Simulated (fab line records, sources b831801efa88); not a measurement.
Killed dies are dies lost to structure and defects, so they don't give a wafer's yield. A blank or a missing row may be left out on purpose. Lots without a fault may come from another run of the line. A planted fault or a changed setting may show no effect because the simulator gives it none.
One fault seen from 2 desks | flow sky130 | each desk has only its own numbers; what lay behind them comes last

THE TOOL OWNER'S DESK: rie_si-01
The tool's own readings at SKY_FIELD_ISO_ETCH_17 (etches Si in HBr/Cl2/O2, target depth 342 nm, time 97.7 s): means of the sampled wafers that have a number, for each lot that ran on this tool. A lot is out of limits, marked OUT, if its mean lies more than 4 standard deviations from the usual mean; the brackets give that distance.
Columns: A = drypump_motor_current_A at SKY_FIELD_ISO_ETCH_17, usual 5.6 A; B = mfc_cl2_sccm at SKY_FIELD_ISO_ETCH_17, usual 40.00 sccm; C = oes_product_au at SKY_FIELD_ISO_ETCH_17, usual 0.995 a.u.; D = run_length_s at SKY_FIELD_ISO_ETCH_17, usual 125.9 s; E = throttle_valve_pct at SKY_FIELD_ISO_ETCH_17, usual 25.659 %
lot  | first seen here | A   | B     | C     | D               | E
L256 | day 2 10:07     | 5.9 | 39.95 | 0.983 | 125.8           | 25.665
L257 | day 2 18:19     | 5.3 | 39.96 | 0.981 | 125.7           | 25.672
L260 | day 3 09:16     | 5.5 | 40.03 | 0.993 | 110.5 (-36) OUT | 25.659
L263 | day 3 21:11     | 5.2 | 40.02 | 0.990 | 103.1 (-53) OUT | 25.663
L273 | day 6 08:43     | 5.5 | 40.03 | 0.976 | 125.8           | 25.663
L276 | day 6 19:04     | 5.6 | 40.04 | 0.997 | 125.7           | 25.658
L277 | day 6 23:40     | 5.5 | 39.93 | 0.980 | 125.7           | 25.670
This desk's finding: out of limits on L260, L263; first on L260, day 3 09:16 (run_length_s at SKY_FIELD_ISO_ETCH_17). In limits: L256, L257, L273, L276, L277.

THE METROLOGY DESK
What the gauges read, lot by lot, whatever tool the lot ran on: means of the sampled wafers that have a number. A lot is out of limits, marked OUT, if its mean lies more than 4 standard deviations from the usual mean; the brackets give that distance.
Columns: A = FIELD_ISO_CVD_03_THK at SKY_FIELD_ISO_THK_MEAS_04, usual 166.3 nm; B = SONOS_ONO_CVD_02_THK at SKY_SONOS_ONO_THK_MEAS_03, usual 10.57 nm
lot  | first seen here | A     | B
L256 | day 1 19:04     | 165.1 | 10.94
L257 | day 2 02:23     | 165.4 | 10.62
L260 | day 2 16:24     | 166.7 | 10.61
L263 | day 3 05:31     | 165.0 | 10.52
L270 | day 4 16:29     | 168.3 | 10.52
L272 | day 5 04:14     | 167.1 | 10.53
L273 | day 5 13:25     | 166.0 | 10.79
L274 | day 5 16:14     | 165.5 | 10.51
L275 | day 5 19:23     | 165.1 | 10.65
L276 | day 5 23:41     | 165.8 | 10.75
L277 | day 6 04:23     | 169.3 | 10.61
L278 | day 6 09:22     | 167.7 | 10.43
This desk's finding: nothing out of limits on any of the 12 lots.

PUT TOGETHER
The tool owner's desk could have raised an alarm at day 3 09:16, on L260, L263.
The metrology desk saw nothing out of limits.
The metrology desk has L260, L263 on record, within its limits.
Of the lots named, all ran SKY_FIELD_ISO_ETCH_17 on rie_si-01.

WHAT THE SIMULATOR HAD PUT IN
Process parameter drift: rie_si-01, from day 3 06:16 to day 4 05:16, at SKY_FIELD_ISO_ETCH_17. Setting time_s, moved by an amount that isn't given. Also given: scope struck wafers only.
Lots struck among those shown: L260, L263.
Hours from the fault's start to each desk's first reading out of limits: the tool owner's desk, 3.
